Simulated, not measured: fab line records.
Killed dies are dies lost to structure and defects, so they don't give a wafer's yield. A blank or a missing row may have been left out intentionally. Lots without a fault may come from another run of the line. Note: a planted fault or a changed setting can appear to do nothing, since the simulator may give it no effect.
Which of the tools did it? :: flow sky130 :: 14 lots with 42 wafers sampled at 4 steps, on a route of 708 steps

WHAT THE GAUGES SHOWED, per wafer
SKY_FIELD_ISO_THK_MEAS_25. Usual: FIELD_ISO_CVD_24_THK gives 594 nm (standard deviation 5.8).
lot: L402
measured: day 2 11:03
on: film-metro-03
FIELD_ISO_CVD_24_THK (nm): 588 599 590
flag: 

lot: L403
measured: day 2 15:40
on: film-metro-03
FIELD_ISO_CVD_24_THK (nm): 595 594 589
flag: 

lot: L404
measured: day 2 19:32
on: film-metro-03
FIELD_ISO_CVD_24_THK (nm): 598 598 601
flag: 

lot: L405
measured: day 3 00:52
on: film-metro-01
FIELD_ISO_CVD_24_THK (nm): 594 606 591
flag: 

lot: L407
measured: day 3 09:56
on: film-metro-04
FIELD_ISO_CVD_24_THK (nm): 585 592 595
flag: 

lot: L408
measured: day 3 14:52
on: film-metro-03
FIELD_ISO_CVD_24_THK (nm): 599 590 588
flag: 

lot: L413
measured: day 4 14:36
on: film-metro-04
FIELD_ISO_CVD_24_THK (nm): 599 596 590
flag: 

lot: L415
measured: day 5 13:30
on: film-metro-01
FIELD_ISO_CVD_24_THK (nm): 600 587 599
flag: 

lot: L416
measured: day 5 14:25
on: film-metro-04
FIELD_ISO_CVD_24_THK (nm): 582 588 588
flag: 

lot: L417
measured: day 5 20:17
on: film-metro-04
FIELD_ISO_CVD_24_THK (nm): 592 592 591
flag: 

lot: L419
measured: day 6 04:19
on: film-metro-04
FIELD_ISO_CVD_24_THK (nm): 588 598 593
flag: 

lot: L422
measured: day 6 17:29
on: film-metro-01
FIELD_ISO_CVD_24_THK (nm): 598 591 599
flag: 

lot: L423
measured: day 6 20:23
on: film-metro-01
FIELD_ISO_CVD_24_THK (nm): 596 593 600
flag: 

lot: L424
measured: day 7 03:45
on: film-metro-04
FIELD_ISO_CVD_24_THK (nm): 580 584 585
flag: 

SKY_SD_N_OVL_MEAS_08. Usual: SD_N_OVL gives -0.1 nm (standard deviation 1.2).
lot: L402
measured: day 27 15:38
on: overlay-02
SD_N_OVL (nm): 1.6 1.8 1.4
flag: 

lot: L403
measured: day 27 16:23
on: overlay-01
SD_N_OVL (nm): 0.9 -1.4 -0.5
flag: 

lot: L404
measured: day 28 04:35
on: overlay-01
SD_N_OVL (nm): 2.6 1.0 1.1
flag: 

lot: L405
measured: day 28 08:30
on: overlay-02
SD_N_OVL (nm): -0.5 -1.4 -0.9
flag: 

lot: L407
measured: day 29 01:35
on: overlay-01
SD_N_OVL (nm): -0.8 -0.9 -1.0
flag: 

lot: L408
measured: day 29 10:18
on: overlay-02
SD_N_OVL (nm): -1.0 2.4 1.2
flag: 

lot: L413
measured: day 31 08:12
on: overlay-02
SD_N_OVL (nm): -2.7 -1.0 0.3
flag: 

lot: L415
measured: day 32 14:02
on: overlay-02
SD_N_OVL (nm): -0.3 -1.3 1.0
flag: 

lot: L416
measured: day 32 18:17
on: overlay-02
SD_N_OVL (nm): -0.4 -0.1 -1.9
flag: 

lot: L417
measured: day 33 06:15
on: overlay-01
SD_N_OVL (nm): -0.5 -1.6 0.1
flag: 

lot: L419
measured: day 33 13:21
on: overlay-01
SD_N_OVL (nm): -0.6 0.9 1.5
flag: 

lot: L422
measured: day 34 01:23
on: overlay-01
SD_N_OVL (nm): 1.5 -0.7 -0.7
flag: 

lot: L423
measured: day 34 11:56
on: overlay-01
SD_N_OVL (nm): 1.5 0.0 -0.9
flag: 

lot: L424
measured: day 34 19:53
on: overlay-01
SD_N_OVL (nm): -0.9 2.8 0.8
flag: 

SKY_CONTACT_THK_MEAS_03. Usual: CONTACT_HDPCVD_THK gives 566 nm (standard deviation 6.9).
lot: L402
measured: day 30 05:27
on: film-metro-03
CONTACT_HDPCVD_THK (nm): 571 567 571
flag: 

lot: L403
measured: day 30 06:04
on: film-metro-04
CONTACT_HDPCVD_THK (nm): 568 574 561
flag: 

lot: L404
measured: day 30 18:57
on: film-metro-01
CONTACT_HDPCVD_THK (nm): 559 554 572
flag: 

lot: L405
measured: day 30 22:38
on: film-metro-03
CONTACT_HDPCVD_THK (nm): 561 553 559
flag: 

lot: L407
measured: day 31 15:05
on: film-metro-01
CONTACT_HDPCVD_THK (nm): 561 577 569
flag: 

lot: L408
measured: day 31 23:04
on: film-metro-03
CONTACT_HDPCVD_THK (nm): 554 555 558
flag: 

lot: L413
measured: day 33 20:46
on: film-metro-01
CONTACT_HDPCVD_THK (nm): 558 560 569
flag: 

lot: L415
measured: day 35 00:52
on: film-metro-04
CONTACT_HDPCVD_THK (nm): 570 568 558
flag: 

lot: L416
measured: day 35 05:03
on: film-metro-04
CONTACT_HDPCVD_THK (nm): 558 570 563
flag: 

lot: L417
measured: day 35 15:11
on: film-metro-04
CONTACT_HDPCVD_THK (nm): 574 568 564
flag: 

lot: L419
measured: day 35 22:26
on: film-metro-01
CONTACT_HDPCVD_THK (nm): 566 561 566
flag: 

lot: L422
measured: day 36 08:59
on: film-metro-03
CONTACT_HDPCVD_THK (nm): 566 573 556
flag: 

lot: L423
measured: day 36 20:02
on: film-metro-04
CONTACT_HDPCVD_THK (nm): 571 565 563
flag: 

lot: L424
measured: day 37 05:46
on: film-metro-01
CONTACT_HDPCVD_THK (nm): 570 558 573
flag: 

TOOL THAT RAN EACH LOT (tool first, then ch and the chambers of the sampled wafers, then the start)
lot: L402
SKY_LDD_N_IMPLANT_09: implanter-02 ch 0, day 17 06:55

lot: L403
SKY_LDD_N_IMPLANT_09: implanter-04 ch 0, day 17 09:21

lot: L404
SKY_LDD_N_IMPLANT_09: implanter-02 ch 0, day 17 22:06

lot: L405
SKY_LDD_N_IMPLANT_09: implanter-04 ch 0, day 18 02:00

lot: L407
SKY_LDD_N_IMPLANT_09: implanter-01 ch 0, day 18 20:31

lot: L408
SKY_LDD_N_IMPLANT_09: implanter-04 ch 0, day 19 04:30

lot: L413
SKY_LDD_N_IMPLANT_09: implanter-02 ch 0, day 21 09:10

lot: L415
SKY_LDD_N_IMPLANT_09: implanter-02 ch 0, day 22 17:23

lot: L416
SKY_LDD_N_IMPLANT_09: implanter-02 ch 0, day 22 23:38

lot: L417
SKY_LDD_N_IMPLANT_09: implanter-02 ch 0, day 23 08:11

lot: L419
SKY_LDD_N_IMPLANT_09: implanter-04 ch 0, day 23 16:55

lot: L422
SKY_LDD_N_IMPLANT_09: implanter-01 ch 0, day 24 05:36

lot: L423
SKY_LDD_N_IMPLANT_09: implanter-04 ch 0, day 24 19:19

lot: L424
SKY_LDD_N_IMPLANT_09: implanter-04 ch 0, day 25 03:40
- SKY_LDD_N_IMPLANT_09

AS READ BY THE TOOLS THEMSELVES (means over the sampled wafers that have a number; for cases with no such wafer, the mark the record gives instead)
SKY_LDD_N_IMPLANT_09. Usual: dose-ions-cm2 7.499e+13, standard deviation 8e+10; faraday-current-uA 423, standard deviation 8.9; rotation-deg 113.00 degrees, standard deviation 0.032.
lot: L402
tool: implanter-02
dose-ions-cm2: 7.496e+13
faraday-current-uA: 417
rotation-deg (degrees): 112.99
flag: 

lot: L403
tool: implanter-04
dose-ions-cm2: 7.491e+13
faraday-current-uA: 426
rotation-deg (degrees): 113.00
flag: 

lot: L404
tool: implanter-02
dose-ions-cm2: 7.491e+13
faraday-current-uA: 421
rotation-deg (degrees): 113.00
flag: 

lot: L405
tool: implanter-04
dose-ions-cm2: 7.505e+13
faraday-current-uA: 431
rotation-deg (degrees): 113.03
flag: 

lot: L407
tool: implanter-01
dose-ions-cm2: 7.502e+13
faraday-current-uA: 425
rotation-deg (degrees): 113.06
flag: 

lot: L408
tool: implanter-04
dose-ions-cm2: 7.498e+13
faraday-current-uA: 425
rotation-deg (degrees): 112.99
flag: 

lot: L413
tool: implanter-02
dose-ions-cm2: 7.503e+13
faraday-current-uA: 413
rotation-deg (degrees): 112.98
flag: 

lot: L415
tool: implanter-02
dose-ions-cm2: 7.490e+13
faraday-current-uA: 425
rotation-deg (degrees): 112.99
flag: 

lot: L416
tool: implanter-02
dose-ions-cm2: 6.273e+13
faraday-current-uA: 353
rotation-deg (degrees): 112.99
flag: OFF

lot: L417
tool: implanter-02
dose-ions-cm2: 6.283e+13
faraday-current-uA: 355
rotation-deg (degrees): 112.99
flag: OFF

lot: L419
tool: implanter-04
dose-ions-cm2: 7.504e+13
faraday-current-uA: 419
rotation-deg (degrees): 113.03
flag: 

lot: L422
tool: implanter-01
dose-ions-cm2: 7.500e+13
faraday-current-uA: 417
rotation-deg (degrees): 112.99
flag: 

lot: L423
tool: implanter-04
dose-ions-cm2: 7.496e+13
faraday-current-uA: 426
rotation-deg (degrees): 113.03
flag: 

lot: L424
tool: implanter-04
dose-ions-cm2: 7.510e+13
faraday-current-uA: 421
rotation-deg (degrees): 113.02
flag: 

THE ANSWER, worked out from the rows above alone
Rule: lot off if the mean of its wafers having a number is beyond 3 standard deviations from the usual mean. Also off: a lot with no number at a reading for which 4 or more lots have one. Where the step has rows for the other lots, those lots are counted as sound. Order of review: gauges by route order, followed by the tools' own readings, for which a lot's mean as printed above is used. At the first step where some lot is off, the reading lying furthest off is the one used; lots without a number count as furthest.
Off, at SKY_LDD_N_IMPLANT_09 on dose-ions-cm2: L416, L417.
If a tool, at that step or one of the process steps before it, ran each lot that is off and ran no sound lot following the first of them, it fits. One candidate fits, namely implanter-02 at SKY_LDD_N_IMPLANT_09. Its last sound lot is L415 (day 22 17:23), its first lot that is off L416 (day 22 23:38): a fault that began between those two fits.
The tool's own readings at SKY_LDD_N_IMPLANT_09 bear it out: on the lots that are off they differ by more than 5 times the standard deviation of the sound lots' means. dose-ions-cm2 reads 6.278e+13 there against 7.499e+13 on the sound lots; faraday-current-uA reads 354 there against 422 on the sound lots.

WHAT THE SIMULATOR HAD INSERTED
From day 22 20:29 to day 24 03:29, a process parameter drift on implanter-02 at SKY_LDD_N_IMPLANT_09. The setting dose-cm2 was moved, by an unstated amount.
Lots struck among those shown: L416, L417. The rule above reached the same finding.
